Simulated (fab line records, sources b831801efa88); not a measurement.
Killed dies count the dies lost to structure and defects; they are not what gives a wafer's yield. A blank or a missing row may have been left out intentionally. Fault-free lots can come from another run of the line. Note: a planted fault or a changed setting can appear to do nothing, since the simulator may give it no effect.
A lot that was struck, set against a sound lot :: flow sky130 :: 15 steps out of a route of 708
Sound: these wafers, L408.3, L408.4, L408.5. Struck: wafers L416.3, L416.5, L416.6. Last of all comes the cause.
Per side, at each step with rows, come the tool, then ch with its chambers, and then its first start. Under that, the readings that differ: sound wafers :: struck wafers :: difference of the means :: sigmas: that difference in standard deviations of wafers without a fault.
alike: words and numbers the same on both sides, and readings whose means are apart by under 2 such deviations; not compared: readings that were withheld, readings missing a value for some wafer, numbers with overlapping values and no deviation given by the record, and bounds like >300 which may hide the same value.
Wherever a step has rows on one side only, a row that says differs or no value, or a row with sigmas, the two part there. Non-overlapping numbers with no deviation appear without sigmas and do not part them. A reading that every wafer of one side lacks parts them only if that side has two wafers or more.

first, 7 steps without rows for these wafers: SKY_LOCAL_INTERCONNECT_HMDS_04 (prime time 60 s); SKY_LOCAL_INTERCONNECT_COAT_05 (resist thk 60 nm); SKY_LOCAL_INTERCONNECT_COAT_06 (resist thk 443.6 nm); SKY_LOCAL_INTERCONNECT_SOFTBAKE_07 (time 90 s); SKY_LOCAL_INTERCONNECT_EXPOSE_08 (exposes mask LI1M, target cd 170 nm); SKY_LOCAL_INTERCONNECT_PEB_09; SKY_LOCAL_INTERCONNECT_DEVELOP_10 (develop time 60 s).
SKY_LOCAL_INTERCONNECT_CD_MEAS_11 targets a cd of 170 nm.
  struck on cd-sem-01, day 34 02:54; sound on cd-sem-02, day 31 00:43
  alike: cd-nm
SKY_LOCAL_INTERCONNECT_OVL_MEAS_12:
  struck on overlay-02, day 34 02:59; sound on overlay-01, day 31 00:48
  alike: LOCAL_INTERCONNECT_OVL
SKY_LOCAL_INTERCONNECT_ETCH_13: etches BARC in N2/H2, stops on SiO2, time 45.9 s, target depth 60 nm.
  sound on rie-metal-02 ch 0,1, day 31 00:51; struck on rie-metal-02 ch 0,1, day 34 03:02
  alike: drypump-motor-current-A, h2-flow-sccm, oes-product-au, throttle-valve-pct
  not compared: rf-hours-counter-h
SKY_LOCAL_INTERCONNECT_METAL_ETCH_14: etches TiN in Cl2/BCl3, stops on PSG, target depth 110 nm, time 31.4 s.
  sound on rie-metal-02 ch 0,1, day 31 00:55; struck on rie-metal-02 ch 0,1, day 34 03:05
  alike: bcl3-flow-sccm, drypump-motor-current-A, mfc-cl2-sccm, oes-product-au, throttle-valve-pct
  not compared: rf-hours-counter-h
SKY_LOCAL_INTERCONNECT_STRIP_15: strips in O2/N2.
  sound on plasma-asher-02 ch 0,1, day 31 00:59; struck on plasma-asher-01 ch 0,1, day 34 03:10
  alike: drypump-motor-current-A, oes-product-au, strip-time-to-endpoint-s
  not compared: rf-hours-counter-h
SKY_LOCAL_INTERCONNECT_STRIP_16: strips in post etch residue remover, time 1200 s.
  sound on wet-bench-04 ch 3, day 31 01:02; struck on wet-bench-04 ch 0, day 34 03:14
reading: run-length-s (s)
sound: 1235 1235 1235
struck: 1476 1476 1476
difference: +241
sigmas: +65
then, 1 step without rows for these wafers: SKY_LOCAL_INTERCONNECT_CLEAN_17 (cleans in IPA, time 180 s).
-- here the record skips 14 days between the struck wafers' starts before and after, leaving off in module LOCAL_INTERCONNECT and picking up in module PAD_OPEN (first step shown: number 708 of the route) --
SKY_PAD_OPEN_PROBE_99:
  struck on prober-02, day 48 13:58; sound on prober-01, day 46 06:47
  alike: killed_at_M0_to_M3, killed_at_M4_up, killed-at-contacts, killed-at-front-end, killed-at-other, killed-dies, killed-open, killed-short

== WHERE THEY PART ==
At SKY_LOCAL_INTERCONNECT_STRIP_16 and nowhere else, as far as this record goes. Later steps at which nothing parts them and some readings are alike: SKY_PAD_OPEN_PROBE_99.

WHY: whatever the simulator had introduced
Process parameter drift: wet-bench-04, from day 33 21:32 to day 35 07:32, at SKY_LOCAL_INTERCONNECT_STRIP_16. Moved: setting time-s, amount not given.
